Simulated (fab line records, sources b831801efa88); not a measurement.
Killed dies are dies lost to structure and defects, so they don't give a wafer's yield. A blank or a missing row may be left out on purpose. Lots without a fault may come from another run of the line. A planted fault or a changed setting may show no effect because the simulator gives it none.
Problem report in the 8D (eight disciplines) form, filled by code | flow sky130 | the parts of the form that need people (team, actions taken, sign-off) are left out

1. THE PROBLEM
METAL2_ALCU_RS at SKY_METAL2_RS_MEAS_05 reads a mean of 0.1353 ohm/sq on 1 wafer of 1 lot; wafers without a fault read 0.1275 ohm/sq with a standard deviation of 0.0013. That is +6.0 standard deviations from the usual mean.
The step: measures by four-point-probe.
First seen on wafer L413.6, day 39 02:25, on film_metro-04. The record holds 33 wafers of 11 lots with a number at this step. Rule for "out", or "out of limits": more than 4 standard deviations from the usual mean. The other wafers with a number count as sound.

2. WHAT IT IS AND WHAT IT IS NOT
question                    | is                | is not
which readings at this step | METAL2_ALCU_RS    | -
which lots                  | L413              | L398, L400, L403, L404, L405, L406, L415, L416, L418, L419
which wafers of those lots  | L413.6            | L413.2, L413.3
read on which gauges        | film_metro-04     | film_metro-01, film_metro-02
when                        | from day 39 02:25 | up to then (20 sound wafers); but 12 sound wafers of L415, L416, L418, L419 came after

3. SUSPECTS, AND WHAT RULES EACH OUT
Counting: a tool at a process step up to the reading stays a suspect if it ran every lot that is out. Sound lots after the first of them don't rule it out here, since some wafers of a struck lot are sound.
- the gauge at SKY_METAL2_RS_MEAS_05: kept. All the wafers that are out were read on film_metro-04, and no step on other tools shows them out.
- pvd_sputter-01 at SKY_METAL2_SPUTTER_02 (material AlCu, target thk 250 nm, time 13.3 s): kept. It ran the lot that is out, L413 (day 39 02:18); its last sound lot up to then is L405 (day 36 16:31).
- pvd_sputter-01 at SKY_METAL2_SPUTTER_03 (material Ti, target thk 5 nm, time 3.3 s): kept. It ran the lot that is out, L413 (day 39 02:19); its last sound lot up to then is L405 (day 36 16:33).
Left after counting: pvd_sputter-01 at SKY_METAL2_SPUTTER_02, pvd_sputter-01 at SKY_METAL2_SPUTTER_03, film_metro-04 at SKY_METAL2_RS_MEAS_05.

4. THE CAUSE (what the simulator had put in)
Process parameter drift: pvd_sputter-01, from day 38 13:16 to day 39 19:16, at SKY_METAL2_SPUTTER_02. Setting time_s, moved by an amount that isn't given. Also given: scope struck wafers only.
Counting left 3 suspects, and this tool is among them.

5. THE CHAIN OF EFFECTS, in route order
Each row: a reading whose mean over the struck wafers that have a number lies more than 3 standard deviations from the usual. Only readings for which the record gives a usual standard deviation are gone through. hours: the time from each lot's start at the first step in this table that gives one to its start at this step, as a median over the lots. sigmas: the change in usual standard deviations.
hours | step                   | reading         | usual         | on struck wafers | change  | sigmas
0     | SKY_METAL2_RS_MEAS_05  | METAL2_ALCU_RS  | 0.1275 ohm/sq | 0.1353           | +0.0078 | +6.0
2     | SKY_METAL2_THK_MEAS_06 | METAL2_ALCU_THK | 253.4 nm      | 237.4            | -16.0   | -5.3

6. WHAT WOULD HAVE CAUGHT IT SOONER
In this record the first reading out of limits at a measuring or inspecting step was taken at day 39 02:25, 13 hours after the fault began at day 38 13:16.
Of the tool readings at SKY_METAL2_SPUTTER_02 for which the record gives a usual standard deviation, none was out on any struck wafer, so an alarm limit of 4 standard deviations on them would not have fired.
All the lots that are out (1) had begun SKY_METAL2_SPUTTER_02 on pvd_sputter-01 by day 39 02:25. A hold on the tool at that time would have spared none of them.
